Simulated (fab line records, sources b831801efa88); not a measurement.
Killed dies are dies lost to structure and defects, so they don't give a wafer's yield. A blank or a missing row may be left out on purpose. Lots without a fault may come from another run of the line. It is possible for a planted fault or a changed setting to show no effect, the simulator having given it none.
What tool caused it? | flow sky130 | 13 lots with 39 wafers sampled at 4 steps, on a route of 708 steps

== WHAT THE GAUGES READ, wafer by wafer ==
SKY_FIELD_ISO_CD_MEAS_13: target cd 150 nm.
lot  | measured    | on       | cdNm (nm)
L995 | day 2 11:30 | cdSem-02 | 149.8 149.1 148.8
L997 | day 2 21:14 | cdSem-02 | 152.8 151.6 152.2
L999 | day 3 10:07 | cdSem-02 | 153.3 152.7 154.4
L104 | day 4 10:13 | cdSem-01 | 151.6 152.5 153.6
L105 | day 4 17:49 | cdSem-02 | 148.1 148.0 148.4
L106 | day 4 20:30 | cdSem-01 | 147.8 149.5 150.0
L109 | day 5 11:13 | cdSem-02 | 149.9 150.4 150.8
L110 | day 5 15:49 | cdSem-02 | 147.5 147.4 146.6
L112 | day 6 01:48 | cdSem-01 | 149.6 149.9 149.8
L114 | day 6 12:14 | cdSem-02 | 149.6 149.1 150.2
L115 | day 6 18:45 | cdSem-01 | 151.6 150.2 149.8
L116 | day 7 00:41 | cdSem-01 | 153.9 152.6 153.8
L117 | day 7 05:32 | cdSem-02 | 148.1 149.3 148.5

SKY_NWELL_OVL_MEAS_10.
lot  | measured     | on         | NWELL_00_OVL (nm)
L995 | day 5 06:21  | overlay-02 | 0.8 0.7 1.8
L997 | day 5 11:28  | overlay-01 | -0.9 -1.3 1.2
L999 | day 6 00:58  | overlay-02 | 1.3 1.0 1.5
L104 | day 7 01:46  | overlay-01 | -0.2 -1.3 0.1
L105 | day 7 08:48  | overlay-01 | 0.0 -1.4 -0.8
L106 | day 7 12:02  | overlay-01 | -1.1 -0.7 -1.1
L109 | day 8 03:42  | overlay-01 | 0.1 -0.8 -1.1
L110 | day 8 09:56  | overlay-01 | 0.1 -1.8 -0.4
L112 | day 8 22:08  | overlay-01 | 1.1 0.3 1.3
L114 | day 9 13:23  | overlay-01 | -1.2 -0.2 -1.0
L115 | day 9 18:44  | overlay-02 | 0.7 0.7 1.3
L116 | day 9 23:20  | overlay-02 | -0.5 -0.4 -0.4
L117 | day 10 04:16 | overlay-02 | 2.8 3.2 2.9

== WHICH TOOL RAN EACH LOT (tool, then ch and the chambers of the sampled wafers, then the start) ==
lot  | SKY_FIELD_ISO_ETCH_17          | SKY_PWDE_EXPOSE_04
L995 | rieSi-01 ch 0,2, day 2 11:49   | ilineStepper-01 ch 0, day 4 04:03
L997 | rieSi-01 ch 1,2, day 2 21:31   | ilineStepper-01 ch 0, day 4 09:43
L999 | rieSi-02 ch 0,1,3, day 3 10:24 | ilineStepper-01 ch 0, day 4 21:33
L104 | rieSi-01 ch 2,3, day 4 10:29   | ilineStepper-02 ch 0, day 5 21:41
L105 | rieSi-01 ch 0,1,3, day 4 18:08 | ilineStepper-01 ch 0, day 6 05:08
L106 | rieSi-02 ch 0,2,3, day 4 20:49 | ilineStepper-01 ch 0, day 6 06:03
L109 | rieSi-01 ch 1,2,3, day 5 11:31 | ilineStepper-01 ch 0, day 6 21:32
L110 | rieSi-02 ch 0,1,3, day 5 16:08 | ilineStepper-02 ch 0, day 7 02:52
L112 | rieSi-01 ch 0,3, day 6 02:06   | ilineStepper-02 ch 0, day 7 15:29
L114 | rieSi-01 ch 1,2,3, day 6 12:32 | ilineStepper-02 ch 0, day 8 06:14
L115 | rieSi-02 ch 2,3, day 6 19:03   | ilineStepper-01 ch 0, day 8 11:36
L116 | rieSi-02 ch 0,2,3, day 7 00:56 | ilineStepper-01 ch 0, day 8 16:15
L117 | rieSi-02 ch 0,1,3, day 7 05:51 | ilineStepper-01 ch 0, day 8 20:43
- SKY_FIELD_ISO_ETCH_17: etches Si in HBr/Cl2/O2, target depth 342 nm, time 97.7 s.
- SKY_PWDE_EXPOSE_04: exposes mask PWDEM, target cd 840 nm.

== AS READ BY THE TOOLS THEMSELVES (means over the sampled wafers that have a number; for cases with no such wafer, the mark the record gives instead) ==
SKY_FIELD_ISO_ETCH_17.
lot  | tool     | drypumpMotorCurrentA (A) | oesProductAu (a.u.) | rfFwdPowerW (W) | throttleValvePct (%)
L995 | rieSi-01 | 5.9                      | 1.001               | 596.6           | 25.657
L997 | rieSi-01 | 5.7                      | 1.007               | 594.7           | 25.647
L999 | rieSi-02 | 5.4                      | 0.997               | 597.5           | 25.656
L104 | rieSi-01 | 6.1                      | 1.004               | 596.5           | 25.645
L105 | rieSi-01 | 5.6                      | 1.006               | 596.4           | 25.664
L106 | rieSi-02 | 5.3                      | 1.000               | 598.6           | 25.657
L109 | rieSi-01 | 5.9                      | 1.010               | 598.1           | 25.659
L110 | rieSi-02 | 5.4                      | 1.001               | 597.4           | 25.656
L112 | rieSi-01 | 5.6                      | 1.008               | 594.8           | 25.654
L114 | rieSi-01 | 5.9                      | 1.011               | 596.1           | 25.656
L115 | rieSi-02 | 5.2                      | 0.999               | 597.4           | 25.663
L116 | rieSi-02 | 5.2                      | 1.006               | 597.7           | 25.656
L117 | rieSi-02 | 5.3                      | 1.001               | 596.6           | 25.654

== THE ANSWER, worked out from the rows above alone ==
Rule: what is usual is taken from the lots themselves. Put in order of their means at a reading, lots are off if they are a third of the lots or fewer, leave a main group of 4 or more, and stand apart from it by a gap of 3 or more times the standard deviation of the main group's means; of several such gaps the widest counts. The tables above print the reading to a certain number of digits; a main group whose means all agree to those digits is not used. A lot without any number at a reading at which 4 lots or more have one is off too. The other lots that the step has rows for count as sound. Order of review: gauges by route order, followed by the tools' own readings, for which a lot's mean as printed above is used. At the first step where some lot is off, the reading lying furthest off is the one used; lots without a number count as furthest.
No lot is off on any of the readings shown, so nothing can be concluded from this.

== WHAT THE SIMULATOR HAD PUT IN ==
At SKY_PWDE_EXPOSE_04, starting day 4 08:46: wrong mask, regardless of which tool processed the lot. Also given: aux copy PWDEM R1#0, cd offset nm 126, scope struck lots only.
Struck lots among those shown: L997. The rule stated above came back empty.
